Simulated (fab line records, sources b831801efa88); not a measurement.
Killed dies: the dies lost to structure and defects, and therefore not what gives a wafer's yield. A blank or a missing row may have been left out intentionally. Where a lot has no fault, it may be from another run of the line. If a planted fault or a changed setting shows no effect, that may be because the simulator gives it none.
Comparing a struck lot with a sound one ; flow sky130 ; 21 out of 708 route steps
Sound: the wafers L870.1, L870.4, L870.6. Struck: wafers L883.3, L883.4, L883.6. The cause is named last.
For every step that has rows: the tool of each side, followed by ch and its chambers, followed by its first start. Under that, the readings that differ: sound wafers ; struck wafers ; difference of the means ; sigmas: that difference in standard deviations of wafers without a fault.
alike: words and numbers the same on both sides, and readings whose means are apart by under 2 such deviations; not compared: readings that were withheld, readings missing a value for some wafer, numbers with overlapping values and no deviation given by the record, and bounds like >300 which may hide the same value.
The two part at a step that has a row with sigmas, a row that says differs or no value, or rows on one side only. Non-overlapping numbers with no deviation appear without sigmas and do not part them. Lack of a reading on every wafer of one side parts them only where that side has two or more wafers.

SKY_POLY_GATE_THK_MEAS_21:
  sound: film metro-04 at day 17 23:04; struck: film metro-01 at day 21 03:15
  alike: POLY_GATE_OXIDATION_THK
SKY_POLY_GATE_CD_MEAS_22:
  sound: cd sem-02 at day 17 23:08; struck: cd sem-02 at day 21 03:21
  alike: cd nm
then, 7 steps without rows for these wafers: SKY_LDD_N_DEHYDRATE_00 (time 60 s); SKY_LDD_N_HMDS_01 (prime time 60 s); SKY_LDD_N_COAT_02 (resist thk 300 nm); SKY_LDD_N_SOFTBAKE_03 (time 60 s); SKY_LDD_N_EXPOSE_04 (exposes mask NTM, target cd 840 nm); SKY_LDD_N_PEB_05; SKY_LDD_N_DEVELOP_06 (develop time 60 s).
SKY_LDD_N_OVL_MEAS_07:
  sound: overlay-01 at day 19 04:02; struck: overlay-02 at day 22 10:03
reading;sound;struck;difference;sigmas
LDD_N_OVL (nm);-2.9 -1.6 -3.1;1.6 -0.5 1.8;+3.5;+3
then, 2 steps without rows for these wafers: SKY_LDD_N_IMPLANT_08; SKY_LDD_N_IMPLANT_09.
SKY_LDD_N_IMPLANT_10:
  sound on implanter-01 ch 0, day 19 04:23; struck on implanter-01 ch 0, day 22 10:26
reading;sound;struck;difference;sigmas
implant ion amu;75 75 75;31 31 31;-44;
model.implant.rp nm (nm);16.1 16.1 16.1;26.87 26.87 26.87;+10.77;
model.implant.drp nm (nm);7.212 7.212 7.212;12.97 12.97 12.97;+5.76;
then, 5 steps without rows for these wafers: SKY_LDD_N_IMPLANT_11; SKY_LDD_N_IMPLANT_12; SKY_LDD_N_IMPLANT_13; SKY_LDD_N_IMPLANT_14; SKY_LDD_N_IMPLANT_15.
SKY_LDD_N_STRIP_16: strips in O2/N2.
  sound on plasma asher-01 ch 0,1, day 19 05:17; struck on plasma asher-01 ch 0,1, day 22 11:19
reading;sound;struck;difference;sigmas
strip time to endpoint s (s);4.348 4.319 4.331;4.244 4.237 4.230;-0.096;-8
  alike: drypump motor current A, n2 flow sccm, oes product au
  not compared: rf hours counter h
SKY_LDD_N_TW_MEAS_17:
  sound: film metro-02 at day 19 05:23; struck: film metro-02 at day 22 11:24
  alike: LDD_N_TW
SKY_PAD_OPEN_PROBE_99:
  the record has rows for the sound wafers here (prober-02, day 46 13:09) and none for the struck ones

== WHERE THEY PART ==
First at SKY_LDD_N_OVL_MEAS_07; last, within this record, at SKY_PAD_OPEN_PROBE_99.

WHY: what the simulator had put in
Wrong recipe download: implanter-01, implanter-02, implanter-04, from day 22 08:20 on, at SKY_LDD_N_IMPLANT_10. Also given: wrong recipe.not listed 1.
